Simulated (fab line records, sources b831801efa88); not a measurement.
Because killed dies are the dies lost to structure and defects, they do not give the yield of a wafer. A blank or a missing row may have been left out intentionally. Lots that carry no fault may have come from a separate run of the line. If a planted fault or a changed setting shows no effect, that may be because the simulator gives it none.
Comparing a struck lot with a sound one || flow gf180mcu || 12 out of 602 route steps
Sound: wafers L127.1, L127.2, L127.3. Struck: wafers L133.1, L133.3, L133.5. The cause comes at the end.
Each step with rows lists, per side, the tool, then ch with its chambers, then its first start. Under that, the readings that differ: sound wafers || struck wafers || difference of the means || sigmas: that difference in standard deviations of wafers without a fault.
alike: readings with means less than 2 such deviations apart, plus words and numbers identical on both sides. not compared: withheld readings, readings lacking a value on some wafer, bounds such as >300 that could conceal the same value, and numbers that have no deviation in the record and whose values overlap.
Wherever a step has rows on one side only, a row that says differs or no value, or a row with sigmas, the two part there. Numbers that don't overlap but have no deviation are shown without sigmas and don't part them. Lack of a reading on every wafer of one side parts them only where that side has two or more wafers.

GF_STI_BOW_MEAS_00:
  struck on film metro-02, day 5 04:00; sound on film metro-02, day 3 22:00
  alike: INCOMING_BOW
then, 1 step without rows for these wafers: GF_STI_OXIDATION_01 (stabilise 600 s, purge 300 s, target thk 10 nm).
GF_STI_THK_MEAS_02:
  struck on film metro-03, day 5 05:31; sound on film metro-03, day 3 23:55
  alike: STI_OXIDATION_THK
then, 1 step without rows for these wafers: GF_STI_CVD_03 (deposits Si3N4 from DCS/NH3, target thk 207.16 nm, time 3551 s).
GF_STI_THK_MEAS_04:
  struck on film metro-02, day 5 07:34; sound on film metro-03, day 4 01:58
  alike: STI_CVD_03_THK
then, 5 steps without rows for these wafers: GF_STI_DEHYDRATE_05 (time 60 s); GF_STI_HMDS_06 (prime time 60 s); GF_STI_COAT_07 (resist thk 700 nm); GF_STI_SOFTBAKE_08 (time 60 s); GF_STI_EXPOSE_09 (exposes mask COMP, target cd 220 nm).
GF_STI_PEB_10: peb time 90 s.
  struck on litho track-02, day 5 20:55; sound on litho track-03 ch 0, day 4 14:32
  no value came back on the struck wafers for chill plate temp C (C), exhaust pa (Pa); on the sound wafers chill plate temp C (C) reads 22.83 22.83 23.04
then, 1 step without rows for these wafers: GF_STI_DEVELOP_11 (develop time 60 s).

WHERE THEY PART
GF_STI_PEB_10 only, going by this record.

WHY: the cause the simulator had injected
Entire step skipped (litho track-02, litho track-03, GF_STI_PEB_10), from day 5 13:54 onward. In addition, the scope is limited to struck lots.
